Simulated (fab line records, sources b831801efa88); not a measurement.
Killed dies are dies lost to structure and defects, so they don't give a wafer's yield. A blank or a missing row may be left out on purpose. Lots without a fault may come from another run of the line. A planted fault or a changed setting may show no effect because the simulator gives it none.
Chamber matching | flow gf180mcu | GF_M5_ETCH_09 on rie_diel-01: 4 sister chambers
The step etches Si3N4 in CF4/O2, target depth 52 nm, time 11.6 s. 18 wafers are shown with their chamber, then 9 later ones without.

WAFERS WITH THEIR CHAMBER
wafer  | chamber | drypump_motor_current_A (A) | rf_fwd_power_W (W) | oes_product_au (a.u.)
L074.1 | 1       | 5.4                         | 790                | 0.998
L074.2 | 3       | 5.8                         | 778                | 0.997
L074.3 | 2       | 5.4                         | 782                | 1.011
L075.1 | 1       | 5.4                         | 790                | 0.995
L075.5 | 1       | 5.4                         | 790                | 0.995
L075.6 | 2       | 5.4                         | 785                | 1.003
L080.1 | 0       | 6.3                         | 791                | 1.005
L080.5 | 2       | 5.4                         | 784                | 1.004
L080.6 | 3       | 5.8                         | 783                | 0.989
L083.2 | 3       | 5.8                         | 777                | 1.007
L083.5 | 0       | 6.3                         | 792                | 1.009
L083.6 | 1       | 5.4                         | 787                | 0.999
L084.1 | 3       | 5.8                         | 777                | 0.987
L084.4 | 2       | 5.4                         | 786                | 1.010
L084.6 | 0       | 6.3                         | 793                | 1.007
L088.1 | 0       | 6.3                         | 791                | 1.009
L088.3 | 2       | 5.4                         | 784                | 1.009
L088.5 | 0       | 6.4                         | 793                | 1.010

SIGNATURES (means of the wafers above)
reading                 | chamber 0 | chamber 1 | chamber 2 | chamber 3 | scatter within a chamber
drypump_motor_current_A | 6.320     | 5.400     | 5.400     | 5.800     | 0.0239
rf_fwd_power_W          | 792.00    | 789.25    | 784.20    | 778.75    | 1.78
oes_product_au          | 1.00800   | 0.99675   | 1.00740   | 0.99500   | 0.00485
Rule: a wafer's distance from a chamber is the root of the sum, over the readings, of the square of ((its reading less the chamber's mean) divided by the reading's scatter). The wafer belongs to the nearest chamber; if the next one is less than 2 further off, it can't be placed. The scatter: the root of (the sum of the squares of (reading less its chamber's mean) over the shown wafers, divided by (wafers less chambers)).

WAFERS WITHOUT THEIR CHAMBER
wafer  | drypump_motor_current_A (A) | rf_fwd_power_W (W) | oes_product_au (a.u.)
L089.1 | 5.4                         | 791                | 1.009
L089.5 | 6.3                         | 789                | 1.010
L089.6 | 5.4                         | 790                | 1.000
L091.1 | 5.8                         | 779                | 0.990
L091.2 | 6.4                         | 789                | 1.005
L091.3 | 5.4                         | 787                | 1.006
L095.1 | 5.4                         | 793                | 1.000
L095.3 | 5.4                         | 790                | 1.008
L095.6 | 5.4                         | 792                | 1.008

WHICH CHAMBER EACH WENT THROUGH
wafer  | from the rows above     | in truth
L089.1 | can't be placed: 1 or 2 | 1
L089.5 | 0                       | 0
L089.6 | 1                       | 1
L091.1 | 3                       | 3
L091.2 | 0                       | 0
L091.3 | can't be placed: 2 or 1 | 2
L095.1 | 1                       | 1
L095.3 | can't be placed: 1 or 2 | 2
L095.6 | can't be placed: 1 or 2 | 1
Placed correctly: 5 of 9. Can't be placed from these rows: 4 (the true chamber is among the candidates in 4). Placed wrongly: 0.
